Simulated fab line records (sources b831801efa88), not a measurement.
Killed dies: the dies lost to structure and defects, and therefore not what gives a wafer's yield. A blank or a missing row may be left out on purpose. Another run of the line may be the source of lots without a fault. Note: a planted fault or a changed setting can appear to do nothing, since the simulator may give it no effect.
Which tool was responsible? / flow sky130 / 72 wafers from 24 lots sampled at 6 of the route's 708 steps

WHAT THE GAUGES SHOWED, per wafer
SKY_POLY_GATE_OVL_MEAS_14. Usual: for POLY_GATE_OVL the level is -1 nm and the standard deviation is 5.2.
lot=L074; measured=day 16 06:43; on=overlay-01; POLY_GATE_OVL (nm)=0 4 0; flag=
lot=L075; measured=day 16 14:43; on=overlay-02; POLY_GATE_OVL (nm)=-11 -7 -14; flag=
lot=L076; measured=day 17 05:14; on=overlay-01; POLY_GATE_OVL (nm)=4 1 3; flag=
lot=L077; measured=day 17 08:24; on=overlay-02; POLY_GATE_OVL (nm)=4 8 1; flag=
lot=L079; measured=day 18 09:37; on=overlay-02; POLY_GATE_OVL (nm)=2 -10 -6; flag=
lot=L078; measured=day 18 10:07; on=overlay-01; POLY_GATE_OVL (nm)=3 0 7; flag=
lot=L080; measured=day 18 16:52; on=overlay-01; POLY_GATE_OVL (nm)=0 -4 1; flag=
lot=L081; measured=day 19 02:16; on=overlay-01; POLY_GATE_OVL (nm)=-9 -5 -8; flag=
lot=L082; measured=day 19 11:49; on=overlay-01; POLY_GATE_OVL (nm)=-1 0 3; flag=
lot=L083; measured=day 20 06:55; on=overlay-01; POLY_GATE_OVL (nm)=-4 -3 -1; flag=
lot=L085; measured=day 20 10:04; on=overlay-01; POLY_GATE_OVL (nm)=0 -4 0; flag=
lot=L084; measured=day 20 13:01; on=overlay-01; POLY_GATE_OVL (nm)=0 -1 -1; flag=
lot=L086; measured=day 20 15:34; on=overlay-01; POLY_GATE_OVL (nm)=6 8 4; flag=
lot=L087; measured=day 21 08:12; on=overlay-01; POLY_GATE_OVL (nm)=1 0 -1; flag=
lot=L088; measured=day 21 18:17; on=overlay-01; POLY_GATE_OVL (nm)=6 13 5; flag=
lot=L089; measured=day 22 08:15; on=overlay-01; POLY_GATE_OVL (nm)=1 -4 -8; flag=
lot=L090; measured=day 22 10:46; on=overlay-01; POLY_GATE_OVL (nm)=1 1 6; flag=
lot=L091; measured=day 22 22:37; on=overlay-01; POLY_GATE_OVL (nm)=-7 1 -14; flag=
lot=L092; measured=day 23 04:07; on=overlay-01; POLY_GATE_OVL (nm)=-1 -3 -1; flag=
lot=L093; measured=day 23 07:21; on=overlay-02; POLY_GATE_OVL (nm)=-3 -8 -6; flag=
lot=L094; measured=day 23 14:04; on=overlay-01; POLY_GATE_OVL (nm)=6 8 2; flag=
lot=L095; measured=day 23 17:33; on=overlay-02; POLY_GATE_OVL (nm)=-3 2 3; flag=
lot=L096; measured=day 24 08:03; on=overlay-01; POLY_GATE_OVL (nm)=9 -2 10; flag=
lot=L097; measured=day 24 20:34; on=overlay-02; POLY_GATE_OVL (nm)=-4 -8 -9; flag=

SKY_SD_P_TW_MEAS_11. Usual: for SD_P_TW the level is 2812 and the standard deviation is 18.
lot=L074; measured=day 25 08:27; on=film_metro-02; SD_P_TW=2795 2794 2807; flag=
lot=L075; measured=day 25 13:35; on=film_metro-02; SD_P_TW=2779 2803 2801; flag=
lot=L076; measured=day 26 06:44; on=film_metro-03; SD_P_TW=2797 2820 2802; flag=
lot=L077; measured=day 26 11:14; on=film_metro-02; SD_P_TW=2812 2805 2821; flag=
lot=L079; measured=day 27 12:37; on=film_metro-03; SD_P_TW=2819 2799 2800; flag=
lot=L078; measured=day 27 11:02; on=film_metro-03; SD_P_TW=2804 2808 2810; flag=
lot=L080; measured=day 27 16:33; on=film_metro-04; SD_P_TW=2811 2823 2836; flag=
lot=L081; measured=day 27 23:46; on=film_metro-02; SD_P_TW=2804 2804 2803; flag=
lot=L082; measured=day 28 14:23; on=film_metro-03; SD_P_TW=2782 2797 2796; flag=
lot=L083; measured=day 29 03:08; on=film_metro-03; SD_P_TW=2826 2801 2806; flag=
lot=L085; measured=day 29 11:06; on=film_metro-04; SD_P_TW=2820 2819 2834; flag=
lot=L084; measured=day 29 11:07; on=film_metro-03; SD_P_TW=2814 2812 2807; flag=
lot=L086; measured=day 29 15:00; on=film_metro-03; SD_P_TW=2812 2803 2810; flag=
lot=L087; measured=day 30 05:03; on=film_metro-03; SD_P_TW=2806 2789 2816; flag=
lot=L088; measured=day 30 13:28; on=film_metro-03; SD_P_TW=2815 2799 2809; flag=
lot=L089; measured=day 30 23:31; on=film_metro-03; SD_P_TW=2811 2809 2819; flag=
lot=L090; measured=day 31 05:06; on=film_metro-03; SD_P_TW=2812 2807 2796; flag=
lot=L091; measured=day 31 11:30; on=film_metro-03; SD_P_TW=2799 2785 2809; flag=
lot=L092; measured=day 31 18:44; on=film_metro-04; SD_P_TW=2836 2850 2824; flag=
lot=L093; measured=day 31 20:58; on=film_metro-03; SD_P_TW=2809 2830 2800; flag=
lot=L094; measured=day 32 00:21; on=film_metro-04; SD_P_TW=2856 2865 2867; flag=
lot=L095; measured=day 32 07:15; on=film_metro-02; SD_P_TW=2788 2794 2794; flag=
lot=L096; measured=day 32 20:40; on=film_metro-02; SD_P_TW=2798 2805 2805; flag=
lot=L097; measured=day 33 12:25; on=film_metro-04; SD_P_TW=2848 2856 2846; flag=

SKY_VIA3_CD_MEAS_12: the cd target is 200 nm. Usual: cd_nm 200.0 nm, standard deviation 1.3.
lot=L074; measured=day 39 13:54; on=cd_sem-01; cd_nm (nm)=203.2 202.9 202.9; flag=
lot=L075; measured=day 39 15:05; on=cd_sem-02; cd_nm (nm)=200.4 200.9 199.9; flag=
lot=L076; measured=day 40 09:13; on=cd_sem-01; cd_nm (nm)=203.1 202.5 202.8; flag=
lot=L077; measured=day 40 12:01; on=cd_sem-01; cd_nm (nm)=199.9 200.1 199.9; flag=
lot=L079; measured=day 41 08:56; on=cd_sem-02; cd_nm (nm)=200.6 200.2 199.1; flag=
lot=L078; measured=day 41 07:29; on=cd_sem-01; cd_nm (nm)=199.8 201.1 200.2; flag=
lot=L080; measured=day 41 13:08; on=cd_sem-02; cd_nm (nm)=197.8 196.5 199.0; flag=
lot=L081; measured=day 41 17:54; on=cd_sem-01; cd_nm (nm)=198.3 198.3 200.0; flag=
lot=L082; measured=day 42 04:03; on=cd_sem-02; cd_nm (nm)=200.0 200.6 200.1; flag=
lot=L083; measured=day 42 17:23; on=cd_sem-01; cd_nm (nm)=199.3 199.5 199.1; flag=
lot=L085; measured=day 43 00:04; on=cd_sem-01; cd_nm (nm)=201.1 199.5 201.1; flag=
lot=L084; measured=day 43 01:18; on=cd_sem-02; cd_nm (nm)=198.9 199.8 199.1; flag=
lot=L086; measured=day 43 01:23; on=cd_sem-01; cd_nm (nm)=198.4 200.0 198.7; flag=
lot=L087; measured=day 43 16:11; on=cd_sem-01; cd_nm (nm)=201.2 201.1 200.4; flag=
lot=L088; measured=day 43 22:31; on=cd_sem-01; cd_nm (nm)=200.2 200.5 200.0; flag=
lot=L089; measured=day 44 04:10; on=cd_sem-02; cd_nm (nm)=198.9 199.6 199.7; flag=
lot=L090; measured=day 44 10:14; on=cd_sem-01; cd_nm (nm)=199.8 200.2 199.9; flag=
lot=L091; measured=day 44 16:23; on=cd_sem-01; cd_nm (nm)=198.7 199.7 198.4; flag=
lot=L092; measured=day 44 21:19; on=cd_sem-02; cd_nm (nm)=200.0 200.3 199.6; flag=
lot=L093; measured=day 45 00:09; on=cd_sem-01; cd_nm (nm)=200.7 201.9 200.1; flag=
lot=L094; measured=day 45 02:52; on=cd_sem-01; cd_nm (nm)=199.6 200.4 200.0; flag=
lot=L095; measured=day 45 05:46; on=cd_sem-02; cd_nm (nm)=198.0 198.0 198.3; flag=
lot=L096; measured=day 45 17:33; on=cd_sem-01; cd_nm (nm)=200.0 199.8 200.0; flag=
lot=L097; measured=day 46 05:31; on=cd_sem-02; cd_nm (nm)=199.7 200.3 200.7; flag=

SKY_PAD_OPEN_BOW_MEAS_13. Usual: for PAD_OPEN_BOW the level is 49 um and the standard deviation is 9.2.
lot=L074; measured=day 45 16:55; on=film_metro-01; PAD_OPEN_BOW (um)=73 56 54; flag=
lot=L075; measured=day 45 18:28; on=film_metro-03; PAD_OPEN_BOW (um)=53 67 65; flag=
lot=L076; measured=day 46 08:21; on=film_metro-03; PAD_OPEN_BOW (um)=48 57 49; flag=
lot=L077; measured=day 46 10:56; on=film_metro-03; PAD_OPEN_BOW (um)=47 46 44; flag=
lot=L079; measured=day 47 05:01; on=film_metro-03; PAD_OPEN_BOW (um)=58 51 58; flag=
lot=L078; measured=day 47 03:29; on=film_metro-01; PAD_OPEN_BOW (um)=42 42 46; flag=
lot=L080; measured=day 47 09:05; on=film_metro-04; PAD_OPEN_BOW (um)=60 58 56; flag=
lot=L081; measured=day 47 12:35; on=film_metro-01; PAD_OPEN_BOW (um)=50 63 33; flag=
lot=L082; measured=day 47 21:20; on=film_metro-03; PAD_OPEN_BOW (um)=55 49 57; flag=
lot=L083; measured=day 48 09:22; on=film_metro-03; PAD_OPEN_BOW (um)=61 57 44; flag=
lot=L085; measured=day 48 14:02; on=film_metro-03; PAD_OPEN_BOW (um)=59 52 53; flag=
lot=L084; measured=day 48 15:53; on=film_metro-04; PAD_OPEN_BOW (um)=48 41 45; flag=
lot=L086; measured=day 48 16:14; on=film_metro-04; PAD_OPEN_BOW (um)=51 46 38; flag=
lot=L087; measured=day 49 02:13; on=film_metro-04; PAD_OPEN_BOW (um)=62 64 69; flag=
lot=L088; measured=day 49 07:47; on=film_metro-03; PAD_OPEN_BOW (um)=45 45 51; flag=
lot=L089; measured=day 49 13:11; on=film_metro-04; PAD_OPEN_BOW (um)=55 47 56; flag=
lot=L090; measured=day 49 18:30; on=film_metro-01; PAD_OPEN_BOW (um)=48 48 51; flag=
lot=L091; measured=day 49 21:08; on=film_metro-04; PAD_OPEN_BOW (um)=51 61 67; flag=
lot=L092; measured=day 50 01:56; on=film_metro-04; PAD_OPEN_BOW (um)=48 43 27; flag=
lot=L093; measured=day 50 03:58; on=film_metro-01; PAD_OPEN_BOW (um)=48 48 50; flag=
lot=L094; measured=day 50 06:29; on=film_metro-01; PAD_OPEN_BOW (um)=38 40 38; flag=
lot=L095; measured=day 50 08:26; on=film_metro-03; PAD_OPEN_BOW (um)=61 49 43; flag=
lot=L096; measured=day 50 16:22; on=film_metro-03; PAD_OPEN_BOW (um)=36 37 40; flag=
lot=L097; measured=day 51 01:18; on=film_metro-03; PAD_OPEN_BOW (um)=37 32 38; flag=

EACH LOT AND THE TOOL THAT RAN IT (in order: tool; ch and the chambers of the sampled wafers; start)
lot=L074; SKY_LI_CONTACT_SPUTTER_19=pvd_sputter-04, day 29 00:59; SKY_METAL5_STRIP_16=plasma_asher-03 ch 0,1, day 43 18:31
lot=L075; SKY_LI_CONTACT_SPUTTER_19=pvd_sputter-02, day 29 05:40; SKY_METAL5_STRIP_16=plasma_asher-01 ch 0,1, day 43 19:07
lot=L076; SKY_LI_CONTACT_SPUTTER_19=pvd_sputter-03, day 29 23:02; SKY_METAL5_STRIP_16=plasma_asher-04 ch 0,1, day 44 11:05
lot=L077; SKY_LI_CONTACT_SPUTTER_19=pvd_sputter-04, day 30 02:28; SKY_METAL5_STRIP_16=plasma_asher-03 ch 0,1, day 44 13:25
lot=L079; SKY_LI_CONTACT_SPUTTER_19=pvd_sputter-03, day 31 03:56; SKY_METAL5_STRIP_16=plasma_asher-04 ch 0,1, day 45 08:30
lot=L078; SKY_LI_CONTACT_SPUTTER_19=pvd_sputter-02, day 31 01:02; SKY_METAL5_STRIP_16=plasma_asher-01 ch 0,1, day 45 07:07
lot=L080; SKY_LI_CONTACT_SPUTTER_19=pvd_sputter-03, day 31 07:25; SKY_METAL5_STRIP_16=plasma_asher-03 ch 0,1, day 45 13:25
lot=L081; SKY_LI_CONTACT_SPUTTER_19=pvd_sputter-04, day 31 13:39; SKY_METAL5_STRIP_16=plasma_asher-04 ch 0,1, day 45 17:20
lot=L082; SKY_LI_CONTACT_SPUTTER_19=pvd_sputter-03, day 32 04:44; SKY_METAL5_STRIP_16=plasma_asher-04 ch 0,1, day 46 01:44
lot=L083; SKY_LI_CONTACT_SPUTTER_19=pvd_sputter-02, day 32 15:28; SKY_METAL5_STRIP_16=plasma_asher-03 ch 0,1, day 46 15:09
lot=L085; SKY_LI_CONTACT_SPUTTER_19=pvd_sputter-04, day 32 23:38; SKY_METAL5_STRIP_16=plasma_asher-03 ch 0,1, day 46 19:52
lot=L084; SKY_LI_CONTACT_SPUTTER_19=pvd_sputter-02, day 33 01:25; SKY_METAL5_STRIP_16=plasma_asher-04 ch 0,1, day 46 21:19
lot=L086; SKY_LI_CONTACT_SPUTTER_19=pvd_sputter-03, day 33 02:20; SKY_METAL5_STRIP_16=plasma_asher-01 ch 1, day 46 21:35
lot=L087; SKY_LI_CONTACT_SPUTTER_19=pvd_sputter-04, day 33 17:26; SKY_METAL5_STRIP_16=plasma_asher-04 ch 0,1, day 47 09:18
lot=L088; SKY_LI_CONTACT_SPUTTER_19=pvd_sputter-04, day 34 01:07; SKY_METAL5_STRIP_16=plasma_asher-01 ch 0,1, day 47 15:42
lot=L089; SKY_LI_CONTACT_SPUTTER_19=pvd_sputter-03, day 34 10:59; SKY_METAL5_STRIP_16=plasma_asher-03 ch 0,1, day 47 21:18
lot=L090; SKY_LI_CONTACT_SPUTTER_19=pvd_sputter-02, day 34 16:32; SKY_METAL5_STRIP_16=plasma_asher-04 ch 1, day 48 02:48
lot=L091; SKY_LI_CONTACT_SPUTTER_19=pvd_sputter-03, day 34 22:17; SKY_METAL5_STRIP_16=plasma_asher-04 ch 0,1, day 48 06:11
lot=L092; SKY_LI_CONTACT_SPUTTER_19=pvd_sputter-03, day 35 05:07; SKY_METAL5_STRIP_16=plasma_asher-04 ch 0,1, day 48 11:44
lot=L093; SKY_LI_CONTACT_SPUTTER_19=pvd_sputter-04, day 35 07:47; SKY_METAL5_STRIP_16=plasma_asher-03 ch 0,1, day 48 14:40
lot=L094; SKY_LI_CONTACT_SPUTTER_19=pvd_sputter-03, day 35 10:13; SKY_METAL5_STRIP_16=plasma_asher-04 ch 0,1, day 48 16:16
lot=L095; SKY_LI_CONTACT_SPUTTER_19=pvd_sputter-03, day 35 17:16; SKY_METAL5_STRIP_16=plasma_asher-04 ch 0,1, day 48 19:17
lot=L096; SKY_LI_CONTACT_SPUTTER_19=pvd_sputter-04, day 36 04:59; SKY_METAL5_STRIP_16=plasma_asher-01 ch 0,1, day 49 04:40
lot=L097; SKY_LI_CONTACT_SPUTTER_19=pvd_sputter-03, day 36 21:53; SKY_METAL5_STRIP_16=plasma_asher-01 ch 0,1, day 49 15:10
- SKY_LI_CONTACT_SPUTTER_19: material Ti, target thk 20 nm, time 106.37 s.
- SKY_METAL5_STRIP_16: strips in O2/N2.

WHAT THE TOOLS THEMSELVES READ (means of the sampled wafers that have a number; where no wafer has one, the mark that the record gives instead)
SKY_LI_CONTACT_SPUTTER_19. Usual: throttle_valve_pct 30.1 %, standard deviation 0.98.
lot=L074; tool=pvd_sputter-04; throttle_valve_pct (%)=29.8; flag=
lot=L075; tool=pvd_sputter-02; throttle_valve_pct (%)=30.0; flag=
lot=L076; tool=pvd_sputter-03; throttle_valve_pct (%)=31.0; flag=
lot=L077; tool=pvd_sputter-04; throttle_valve_pct (%)=29.7; flag=
lot=L079; tool=pvd_sputter-03; throttle_valve_pct (%)=29.5; flag=
lot=L078; tool=pvd_sputter-02; throttle_valve_pct (%)=30.0; flag=
lot=L080; tool=pvd_sputter-03; throttle_valve_pct (%)=30.8; flag=
lot=L081; tool=pvd_sputter-04; throttle_valve_pct (%)=29.9; flag=
lot=L082; tool=pvd_sputter-03; throttle_valve_pct (%)=30.2; flag=
lot=L083; tool=pvd_sputter-02; throttle_valve_pct (%)=30.4; flag=
lot=L085; tool=pvd_sputter-04; throttle_valve_pct (%)=29.6; flag=
lot=L084; tool=pvd_sputter-02; throttle_valve_pct (%)=30.0; flag=
lot=L086; tool=pvd_sputter-03; throttle_valve_pct (%)=30.3; flag=
lot=L087; tool=pvd_sputter-04; throttle_valve_pct (%)=29.5; flag=
lot=L088; tool=pvd_sputter-04; throttle_valve_pct (%)=29.6; flag=
lot=L089; tool=pvd_sputter-03; throttle_valve_pct (%)=30.2; flag=
lot=L090; tool=pvd_sputter-02; throttle_valve_pct (%)=30.4; flag=
lot=L091; tool=pvd_sputter-03; throttle_valve_pct (%)=30.8; flag=
lot=L092; tool=pvd_sputter-03; throttle_valve_pct (%)=30.1; flag=
lot=L093; tool=pvd_sputter-04; throttle_valve_pct (%)=29.9; flag=
lot=L094; tool=pvd_sputter-03; throttle_valve_pct (%)=30.7; flag=
lot=L095; tool=pvd_sputter-03; throttle_valve_pct (%)=31.0; flag=
lot=L096; tool=pvd_sputter-04; throttle_valve_pct (%)=29.5; flag=
lot=L097; tool=pvd_sputter-03; throttle_valve_pct (%)=31.5; flag=

SKY_METAL5_STRIP_16. Usual: drypump_motor_current_A 5.9 A, standard deviation 0.54; oes_product_au 0.710 a.u., standard deviation 0.0051; strip_time_to_endpoint_s 13.07 s, standard deviation 0.15.
lot=L074; tool=plasma_asher-03; drypump_motor_current_A (A)=5.7; oes_product_au (a.u.)=0.709; strip_time_to_endpoint_s (s)=12.88; flag=
lot=L075; tool=plasma_asher-01; drypump_motor_current_A (A)=5.8; oes_product_au (a.u.)=0.713; strip_time_to_endpoint_s (s)=13.31; flag=
lot=L076; tool=plasma_asher-04; drypump_motor_current_A (A)=6.4; oes_product_au (a.u.)=0.709; strip_time_to_endpoint_s (s)=12.94; flag=
lot=L077; tool=plasma_asher-03; drypump_motor_current_A (A)=5.6; oes_product_au (a.u.)=0.712; strip_time_to_endpoint_s (s)=12.87; flag=
lot=L079; tool=plasma_asher-04; drypump_motor_current_A (A)=6.4; oes_product_au (a.u.)=0.714; strip_time_to_endpoint_s (s)=13.18; flag=
lot=L078; tool=plasma_asher-01; drypump_motor_current_A (A)=5.8; oes_product_au (a.u.)=0.706; strip_time_to_endpoint_s (s)=13.11; flag=
lot=L080; tool=plasma_asher-03; drypump_motor_current_A (A)=5.6; oes_product_au (a.u.)=0.710; strip_time_to_endpoint_s (s)=13.08; flag=
lot=L081; tool=plasma_asher-04; drypump_motor_current_A (A)=6.3; oes_product_au (a.u.)=0.710; strip_time_to_endpoint_s (s)=13.20; flag=
lot=L082; tool=plasma_asher-04; drypump_motor_current_A (A)=6.3; oes_product_au (a.u.)=0.714; strip_time_to_endpoint_s (s)=12.97; flag=
lot=L083; tool=plasma_asher-03; drypump_motor_current_A (A)=5.6; oes_product_au (a.u.)=0.711; strip_time_to_endpoint_s (s)=13.05; flag=
lot=L085; tool=plasma_asher-03; drypump_motor_current_A (A)=5.6; oes_product_au (a.u.)=0.710; strip_time_to_endpoint_s (s)=13.22; flag=
lot=L084; tool=plasma_asher-04; drypump_motor_current_A (A)=6.3; oes_product_au (a.u.)=0.707; strip_time_to_endpoint_s (s)=13.16; flag=
lot=L086; tool=plasma_asher-01; drypump_motor_current_A (A)=6.2; oes_product_au (a.u.)=0.712; strip_time_to_endpoint_s (s)=13.17; flag=
lot=L087; tool=plasma_asher-04; drypump_motor_current_A (A)=6.4; oes_product_au (a.u.)=0.710; strip_time_to_endpoint_s (s)=13.12; flag=
lot=L088; tool=plasma_asher-01; drypump_motor_current_A (A)=5.3; oes_product_au (a.u.)=0.709; strip_time_to_endpoint_s (s)=13.29; flag=
lot=L089; tool=plasma_asher-03; drypump_motor_current_A (A)=5.6; oes_product_au (a.u.)=0.709; strip_time_to_endpoint_s (s)=13.08; flag=
lot=L090; tool=plasma_asher-04; drypump_motor_current_A (A)=6.2; oes_product_au (a.u.)=0.714; strip_time_to_endpoint_s (s)=13.05; flag=
lot=L091; tool=plasma_asher-04; drypump_motor_current_A (A)=6.4; oes_product_au (a.u.)=0.711; strip_time_to_endpoint_s (s)=13.02; flag=
lot=L092; tool=plasma_asher-04; drypump_motor_current_A (A)=6.3; oes_product_au (a.u.)=0.709; strip_time_to_endpoint_s (s)=12.98; flag=
lot=L093; tool=plasma_asher-03; drypump_motor_current_A (A)=5.6; oes_product_au (a.u.)=0.705; strip_time_to_endpoint_s (s)=13.01; flag=
lot=L094; tool=plasma_asher-04; drypump_motor_current_A (A)=6.3; oes_product_au (a.u.)=0.713; strip_time_to_endpoint_s (s)=12.97; flag=
lot=L095; tool=plasma_asher-04; drypump_motor_current_A (A)=6.4; oes_product_au (a.u.)=0.711; strip_time_to_endpoint_s (s)=12.92; flag=
lot=L096; tool=plasma_asher-01; drypump_motor_current_A (A)=5.3; oes_product_au (a.u.)=0.707; strip_time_to_endpoint_s (s)=13.02; flag=
lot=L097; tool=plasma_asher-01; drypump_motor_current_A (A)=5.7; oes_product_au (a.u.)=0.713; strip_time_to_endpoint_s (s)=13.24; flag=

THE ANSWER, worked out from the rows above alone
Rule: a lot counts as off when the mean over its wafers that have a number is more than 3 standard deviations away from the usual mean. A lot without any number at a reading at which 4 lots or more have one is off too. Any other lot the step has rows for is counted as sound. First the gauges in route order, then the tools' own readings, where a lot's mean is used as printed above. At the first step where some lot is off, the reading lying furthest off is the one used; lots without a number count as furthest.
None of the lots is off at any reading shown; this tells nothing.

WHAT THE SIMULATOR PUT IN
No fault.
